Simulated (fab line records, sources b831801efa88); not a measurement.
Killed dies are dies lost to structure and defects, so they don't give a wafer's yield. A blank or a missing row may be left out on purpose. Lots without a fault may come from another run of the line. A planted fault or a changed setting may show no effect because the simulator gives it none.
A struck lot beside a sound one | flow sky130 | 44 steps out of a route of 708
Sound: wafers L541.1, L541.2, L541.5. Struck: wafers L552.3, L552.6. (L552.4 of the same lot was not struck and is left out.) The cause comes at the end.
At each step with rows: each side's tool, then ch and its chambers, then its first start. Under that, the readings that differ: sound wafers | struck wafers | difference of the means | sigmas: that difference in standard deviations of wafers without a fault.
alike: readings whose means differ by less than 2 such deviations, and words and numbers that are the same on both sides. not compared: withheld readings, readings that some wafer has no value for, bounds like >300 that may hide the same value, and numbers for which the record gives no deviation and whose values overlap.
The two part at a step that has a row with sigmas, a row that says differs or no value, or rows on one side only. Numbers that don't overlap but have no deviation are shown without sigmas and don't part them. A reading that every wafer of one side lacks parts them only if that side has two wafers or more.

first, 1 step without rows for these wafers: SKY_VIA2_SPUTTER_20 (material TiN, target thk 20 nm, time 80 s).
SKY_VIA2_CVD_21: deposits W, target thk 420 nm, time 126.4 s.
  sound on cvd_w-02 ch 0,1, day 38 06:06; struck on cvd_w-01 ch 1, day 41 03:59
  alike: heater_power_w
  not compared: since_wet_clean_h
SKY_VIA2_RS_MEAS_22: measures by four-point-probe.
  sound on film_metro-01, day 38 06:14; struck on film_metro-01, day 41 04:06
  alike: VIA2_W_RS
SKY_VIA2_THK_MEAS_23: measures by xrf.
  sound on film_metro-01, day 38 06:21; struck on film_metro-01, day 41 04:12
  alike: VIA2_W_THK
then, 3 steps without rows for these wafers: SKY_VIA2_CMP_24 (polishes, stops on SiO2, t overpolish 20 s, target thk 0 nm); SKY_METAL3_SPUTTER_00 (material Ti, target thk 15 nm, time 10 s); SKY_METAL3_SPUTTER_01 (material TiN, target thk 20 nm, time 16.7 s).
SKY_METAL3_SPUTTER_02: material AlCu, target thk 735 nm, time 39.1 s.
  sound on pvd_sputter-01, day 38 06:46; struck on pvd_sputter-04, day 41 04:35
  reading                | sound          | struck    | difference | sigmas
  throttle_valve_pct (%) | 29.4 28.9 28.4 | 31.0 30.0 | +1.6       | +2
SKY_METAL3_SPUTTER_03: material Ti, target thk 5 nm, time 3.3 s.
  sound on pvd_sputter-01, day 38 06:48; struck on pvd_sputter-04, day 41 04:38
  reading                | sound          | struck    | difference | sigmas
  throttle_valve_pct (%) | 29.2 28.5 28.7 | 31.0 29.9 | +1.6       | +2
then, 1 step without rows for these wafers: SKY_METAL3_SPUTTER_04 (material TiN, target thk 70 nm, time 58.3 s).
SKY_CAPM_CVD_00: deposits SiO2, target thk 15.5 nm.
  sound on pecvd-02 ch 0,2, day 38 06:53; struck on pecvd-02 ch 1,2, day 41 04:42
  alike: heater_power_w
SKY_CAPM_THK_MEAS_01:
  sound on film_metro-02, day 38 06:54; struck on film_metro-02, day 41 04:44
  alike: CAPM_CVD_00_THK
SKY_CAPM_SPUTTER_02: material TiN, target thk 200 nm, time 166.7 s.
  sound on pvd_sputter-02, day 38 06:58; struck on pvd_sputter-02, day 41 04:47
  reading                                  | sound           | struck      | difference | sigmas
  model.TiN_of_CAPM_SPUTTER_02.thk_nm (nm) | 202 204.7 199.6 | 177.3 181.5 | -22.7      |
  alike: substrate_temp_c, throttle_valve_pct
SKY_CAPM_RS_MEAS_03: measures by four-point-probe.
  sound on film_metro-01, day 38 07:04; struck on film_metro-02, day 41 04:56
  reading              | sound          | struck    | difference | sigmas
  CAPM_TIN_RS (ohm/sq) | 6.85 6.77 6.93 | 7.83 7.62 | +0.88      | +9
SKY_CAPM_THK_MEAS_04: measures by xrf.
  sound on film_metro-01, day 38 07:11; struck on film_metro-02, day 41 05:02
  reading           | sound             | struck      | difference | sigmas
  CAPM_TIN_THK (nm) | 196.1 198.3 194.3 | 171.6 176.2 | -22.3      | -8
then, 7 steps without rows for these wafers: SKY_CAPM_DEHYDRATE_05 (time 60 s); SKY_CAPM_HMDS_06 (prime time 60 s); SKY_CAPM_COAT_07 (resist thk 1140 nm); SKY_CAPM_SOFTBAKE_08 (time 60 s); SKY_CAPM_EXPOSE_09 (exposes mask CAPM, target cd 1000 nm); SKY_CAPM_PEB_10; SKY_CAPM_DEVELOP_11 (develop time 60 s).
SKY_CAPM_OVL_MEAS_12:
  sound on overlay-01, day 39 08:25; struck on overlay-02, day 42 04:46
  alike: CAPM_OVL
SKY_CAPM_METAL_ETCH_13: etches TiN in Cl2/BCl3, stops on SiO2, target depth 220 nm, time 62.9 s.
  sound on rie_metal-01 ch 0,1, day 39 08:27; struck on rie_metal-03 ch 1, day 42 04:49
  reading                | sound                | struck        | difference | sigmas
  oes_product_au (a.u.)  | 0.944 0.957 0.942    | 0.875 0.890   | -0.065     | -7
  throttle_valve_pct (%) | 21.894 21.921 21.899 | 21.954 21.932 | +0.038     | +3
  alike: drypump_motor_current_A, mfc_cl2_sccm
  not compared: rf_hours_counter_h
then, 12 steps without rows for these wafers: SKY_CAPM_STRIP_14 (strips in O2/N2); SKY_CAPM_STRIP_15 (strips in post etch residue remover, time 1200 s); SKY_CAPM_CLEAN_16 (cleans in IPA, time 180 s); SKY_CAPM_CLEAN_17 (cleans in O3/DIW); SKY_METAL3_DEHYDRATE_05 (time 60 s); SKY_METAL3_HMDS_06 (prime time 60 s); SKY_METAL3_COAT_07 (resist thk 60 nm); SKY_METAL3_COAT_08 (resist thk 1140 nm); SKY_METAL3_SOFTBAKE_09 (time 90 s); SKY_METAL3_EXPOSE_10 (exposes mask MM3, target cd 300 nm); SKY_METAL3_PEB_11; SKY_METAL3_DEVELOP_12 (develop time 60 s).
SKY_METAL3_CD_MEAS_13: target cd 300 nm.
  sound on cd_sem-02, day 40 09:23; struck on cd_sem-01, day 43 03:58
  alike: cd_nm
SKY_METAL3_OVL_MEAS_14:
  sound on overlay-02, day 40 09:30; struck on overlay-01, day 43 04:03
  alike: METAL3_OVL
then, 2 steps without rows for these wafers: SKY_METAL3_DESCUM_15 (chemistry O2, time 8 s); SKY_METAL3_ETCH_16 (etches BARC in N2/H2, stops on SiO2, time 88.2 s, target depth 60 nm).
SKY_METAL3_ETCH_17: etches SiO2 in C4F8/O2/Ar, stops on TiN, time 3.9 s, target depth 15 nm.
  sound on rie_diel-03 ch 0,2, day 40 09:40; struck on rie_diel-03 ch 1, day 43 04:13
  alike: oes_product_au
  not compared: rf_hours_counter_h
then, 1 step without rows for these wafers: SKY_METAL3_METAL_ETCH_18 (etches the open film in Cl2/BCl3, stops on SiO2, target depth 845 nm, time 183.1 s).
SKY_METAL3_STRIP_20: strips in post etch residue remover, time 1200 s.
  sound on wet_bench-01 ch 0, day 40 09:58; struck on wet_bench-03 ch 0, day 43 04:30
  reading                                  | sound             | struck      | difference | sigmas
  model.TiN_of_CAPM_SPUTTER_02.thk_nm (nm) | 201.1 203.8 198.7 | 176.5 180.7 | -22.6      |
-- the record jumps here: 6 days lie between the struck wafers' starts before and after (it left off in module METAL3 and takes up again in module PAD_OPEN, whose first step shown is number 708 of the route) --
SKY_PAD_OPEN_PROBE_99:
  sound on prober-01, day 47 08:01; struck on prober-02, day 49 12:56
  reading                              | sound                | struck        | difference | sigmas
  model.etest.cap_mim.plate_ohm_sq     | 5.942 5.834 6.015    | 6.807 6.666   | +0.806     |
  model.etest.cap_mim.leak_log10_a_cm2 | -8.826 -9.102 -8.909 | -8.587 -8.811 | +0.247     |
  alike: defect_limited_yield, killed_at_M0_to_M3, killed_at_M4_up, killed_at_contacts, killed_at_front_end, killed_at_other, killed_dies, killed_open, killed_short, sort_bin_3_pad_short, sort_bin_5_function, sort_bin_6_memory, sort_n_pass, sort_yield_pct

WHERE THEY PART
First at SKY_METAL3_SPUTTER_02; last, within this record, at SKY_CAPM_METAL_ETCH_13. Later steps at which nothing parts them and some readings are alike: SKY_METAL3_CD_MEAS_13, SKY_METAL3_OVL_MEAS_14, SKY_METAL3_ETCH_17, SKY_PAD_OPEN_PROBE_99.

WHY: what the simulator had put in
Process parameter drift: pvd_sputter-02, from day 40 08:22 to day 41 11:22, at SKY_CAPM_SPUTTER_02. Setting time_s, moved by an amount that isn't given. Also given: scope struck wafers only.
